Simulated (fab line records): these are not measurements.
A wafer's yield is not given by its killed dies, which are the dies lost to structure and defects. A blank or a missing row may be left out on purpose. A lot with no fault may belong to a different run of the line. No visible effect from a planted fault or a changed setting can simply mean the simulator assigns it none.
Which of the tools did it?    flow sky130    36 wafers from 12 lots sampled at 5 of the route's 708 steps

== WHAT THE GAUGES READ, wafer by wafer ==
The record lacks any reading of a measuring or inspecting step that a usual standard deviation could be used to judge.

== EACH LOT AND THE TOOL THAT RAN IT (in order: tool; ch and the chambers of the sampled wafers; start) ==
lot   SKY_VIA1_STRIP_16                     SKY_METAL4_DESCUM_15               SKY_METAL4_ETCH_17                  SKY_METAL5_SPUTTER_03         SKY_PAD_OPEN_PROBE_99
L577  plasma-asher-02 ch 0,1, day 33 17:53  rie-metal-02 ch 0,1, day 41 11:43  rie-diel-02 ch 0,2,3, day 41 11:50  pvd-sputter-04, day 42 14:34  -
L581  plasma-asher-02 ch 0,1, day 34 21:40  rie-metal-02 ch 0,1, day 42 13:04  rie-diel-02 ch 0,1,2, day 42 13:12  pvd-sputter-03, day 43 15:52  -
L582  plasma-asher-01 ch 0,1, day 35 05:31  rie-metal-04 ch 0,1, day 42 21:25  rie-diel-01 ch 0,3, day 42 21:32    pvd-sputter-03, day 43 23:24  -
L583  plasma-asher-03 ch 0,1, day 35 16:48  rie-metal-04 ch 0,1, day 43 06:40  rie-diel-02 ch 0,2,3, day 43 06:47  pvd-sputter-01, day 44 08:02  -
L584  plasma-asher-03 ch 0,1, day 36 04:50  rie-metal-02 ch 0,1, day 43 17:52  rie-diel-02 ch 1,2,3, day 43 17:59  pvd-sputter-01, day 44 18:29  -
L585  plasma-asher-02 ch 0,1, day 37 02:11  rie-metal-04 ch 0,1, day 44 12:28  rie-diel-04 ch 0,1,2, day 44 12:35  pvd-sputter-01, day 45 12:03  prober-01, day 48 02:07
L586  plasma-asher-03 ch 0,1, day 37 18:14  rie-metal-01 ch 0,1, day 45 00:13  rie-diel-01 ch 1,2,3, day 45 00:20  pvd-sputter-03, day 46 00:32  -
L587  plasma-asher-02 ch 0,1, day 37 19:22  rie-metal-02 ch 0,1, day 45 02:37  rie-diel-04 ch 1,3, day 45 02:44    pvd-sputter-01, day 46 02:46  -
L590  plasma-asher-01 ch 0,1, day 38 17:27  rie-metal-02 ch 0,1, day 45 21:49  rie-diel-04 ch 1,3, day 45 21:59    pvd-sputter-04, day 46 21:40  -
L591  plasma-asher-02 ch 0,1, day 38 17:39  rie-metal-02 ch 0,1, day 45 22:19  rie-diel-01 ch 1,2,3, day 45 22:29  pvd-sputter-03, day 46 22:02  -
L593  plasma-asher-02 ch 0,1, day 39 02:16  rie-metal-04 ch 0,1, day 46 05:22  rie-diel-02 ch 0,2,3, day 46 05:29  pvd-sputter-03, day 47 04:25  prober-01, day 49 17:14
L594  plasma-asher-02 ch 0,1, day 39 10:41  rie-metal-02 ch 0,1, day 46 11:40  rie-diel-04 ch 0,3, day 46 11:47    pvd-sputter-01, day 47 10:06  prober-01, day 49 22:23
- SKY_VIA1_STRIP_16: strips in O2/N2.
- SKY_METAL4_DESCUM_15: chemistry O2, time 8 s.
- SKY_METAL4_ETCH_17: etches SiO2 in C4F8/O2/Ar, stops on TiN, time 3.9 s, target depth 15 nm.
- SKY_METAL5_SPUTTER_03: material Ti, target thk 5 nm, time 3.3 s.
- SKY_PAD_OPEN_PROBE_99

== WHAT THE TOOLS THEMSELVES READ (means of the sampled wafers that have a number; where no wafer has one, the mark that the record gives instead) ==
SKY_VIA1_STRIP_16. Usual: drypump-motor-current-A 5.6 A, standard deviation 0.49; oes-product-au 0.416 a.u., standard deviation 0.0042; strip-time-to-endpoint-s 4.454 s, standard deviation 0.021.
lot   tool             drypump-motor-current-A (A)  oes-product-au (a.u.)  strip-time-to-endpoint-s (s)  flag
L577  plasma-asher-02  5.0                          0.414                  4.438                         
L581  plasma-asher-02  5.0                          0.416                  4.454                         
L582  plasma-asher-01  5.4                          0.419                  4.453                         
L583  plasma-asher-03  6.0                          0.416                  4.450                         
L584  plasma-asher-03  6.0                          0.416                  4.471                         
L585  plasma-asher-02  5.4                          0.416                  4.438                         
L586  plasma-asher-03  6.1                          0.412                  4.425                         
L587  plasma-asher-02  5.4                          0.418                  4.465                         
L590  plasma-asher-01  5.3                          0.414                  4.438                         
L591  plasma-asher-02  5.4                          0.416                  4.470                         
L593  plasma-asher-02  5.4                          0.417                  4.473                         
L594  plasma-asher-02  5.4                          0.415                  4.453                         

SKY_METAL4_DESCUM_15. Usual: drypump-motor-current-A 5.6 A, standard deviation 0.54; oes-product-au 1.005 a.u., standard deviation 0.0093; rf-fwd-power-W 147.5 W, standard deviation 0.89.
lot   tool          drypump-motor-current-A (A)  oes-product-au (a.u.)  rf-fwd-power-W (W)  flag
L577  rie-metal-02  5.2                          1.001                  146.8               
L581  rie-metal-02  5.2                          1.011                  146.8               
L582  rie-metal-04  6.0                          1.009                  147.0               
L583  rie-metal-04  5.9                          1.009                  147.2               
L584  rie-metal-02  5.0                          1.011                  147.5               
L585  rie-metal-04  6.0                          1.016                  146.5               
L586  rie-metal-01  6.1                          0.993                  147.6               
L587  rie-metal-02  5.0                          1.008                  147.9               
L590  rie-metal-02  5.0                          1.009                  147.6               
L591  rie-metal-02  4.9                          0.998                  147.6               
L593  rie-metal-04  6.0                          1.016                  146.7               
L594  rie-metal-02  5.0                          1.003                  147.5               

SKY_METAL4_ETCH_17. Usual: oes-product-au 0.753 a.u., standard deviation 0.0074; rf-fwd-power-W 1466 W, standard deviation 5.9.
lot   tool         oes-product-au (a.u.)  rf-fwd-power-W (W)  flag
L577  rie-diel-02  0.751                  1472                
L581  rie-diel-02  0.743                  1467                
L582  rie-diel-01  0.747                  1465                
L583  rie-diel-02  0.749                  1466                
L584  rie-diel-02  0.757                  1470                
L585  rie-diel-04  0.760                  1471                
L586  rie-diel-01  0.757                  1467                
L587  rie-diel-04  0.747                  1467                
L590  rie-diel-04  0.759                  1469                
L591  rie-diel-01  0.755                  1469                
L593  rie-diel-02  0.751                  1465                
L594  rie-diel-04  0.752                  1470                

SKY_METAL5_SPUTTER_03. Usual: 29.7 % for throttle-valve-pct, sd 0.85.
lot   tool            throttle-valve-pct (%)  flag
L577  pvd-sputter-04  29.4                    
L581  pvd-sputter-03  29.5                    
L582  pvd-sputter-03  29.5                    
L583  pvd-sputter-01  29.6                    
L584  pvd-sputter-01  29.2                    
L585  pvd-sputter-01  29.8                    
L586  pvd-sputter-03  29.3                    
L587  pvd-sputter-01  29.8                    
L590  pvd-sputter-04  29.9                    
L591  pvd-sputter-03  30.2                    
L593  pvd-sputter-03  29.4                    
L594  pvd-sputter-01  30.3                    

SKY_PAD_OPEN_PROBE_99. Usual: defect-limited-yield 82.4 %, standard deviation 1.8; killed_at_M0_to_M3 43, standard deviation 7.8; killed_at_M4_up 3.2, standard deviation 1.7; killed-at-contacts 24, standard deviation 5.2; killed-at-front-end 15, standard deviation 4.5; killed-at-other 0.4, standard deviation 0.65; killed-dies 87, standard deviation 9.1; killed-open 47, standard deviation 7.3; killed-short 40, standard deviation 6.5; sort_bin_3_pad_short 0.9 %, standard deviation 0.46; sort_bin_5_function 10.4 %, standard deviation 1.5; sort_bin_6_memory 6.3 %, standard deviation 1; sort-n-pass 405, standard deviation 9.1; sort-yield-pct 82.4 %, standard deviation 1.8.
lot   tool       defect-limited-yield (%)  killed_at_M0_to_M3  killed_at_M4_up  killed-at-contacts  killed-at-front-end  killed-at-other  killed-dies  killed-open  killed-short  sort_bin_3_pad_short (%)  sort_bin_5_function (%)  sort_bin_6_memory (%)  sort-n-pass  sort-yield-pct (%)  flag
L585  prober-01  81.3                      45                  4.7              24                  18                   0.7              92           47           44            1.0                       11.2                     6.5                    400          81.3                
L593  prober-01  77.6                      72                  3.0              23                  12                   0.0              110          45           37            1.7                       13.8                     6.9                    382          77.6                OFF
L594  prober-01  76.8                      70                  4.0              26                  15                   0.0              114          41           42            1.7                       14.0                     7.5                    378          76.8                OFF

== THE ANSWER, worked out from the rows above alone ==
Rule: take the mean of a lot's wafers that have a number; if it is more than 3 standard deviations from the usual mean, the lot is off. A lot without any number at a reading at which 4 lots or more have one is off too. Any other lot the step has rows for is counted as sound. After the gauges, taken in route order, come the tools' own readings; for these a lot's mean is taken, as printed above. The first step at which some lot is off is used, and at that step the reading that is off furthest; a lot without a number counts as furthest.
Off: L593, L594, at SKY_PAD_OPEN_PROBE_99 (killed_at_M0_to_M3). Neither off nor sound, because the step has no rows for them: L577, L581, L582, L583, L584, L586, L587, L590, L591.
A tool fits if, at that step or a process step before it, it ran every lot that is off, and no sound lot after the first of them. Undecided on this evidence; 2 tools fit (plasma-asher-02 at SKY_VIA1_STRIP_16, prober-01 at SKY_PAD_OPEN_PROBE_99).

== WHAT WAS PUT IN BY THE SIMULATOR ==
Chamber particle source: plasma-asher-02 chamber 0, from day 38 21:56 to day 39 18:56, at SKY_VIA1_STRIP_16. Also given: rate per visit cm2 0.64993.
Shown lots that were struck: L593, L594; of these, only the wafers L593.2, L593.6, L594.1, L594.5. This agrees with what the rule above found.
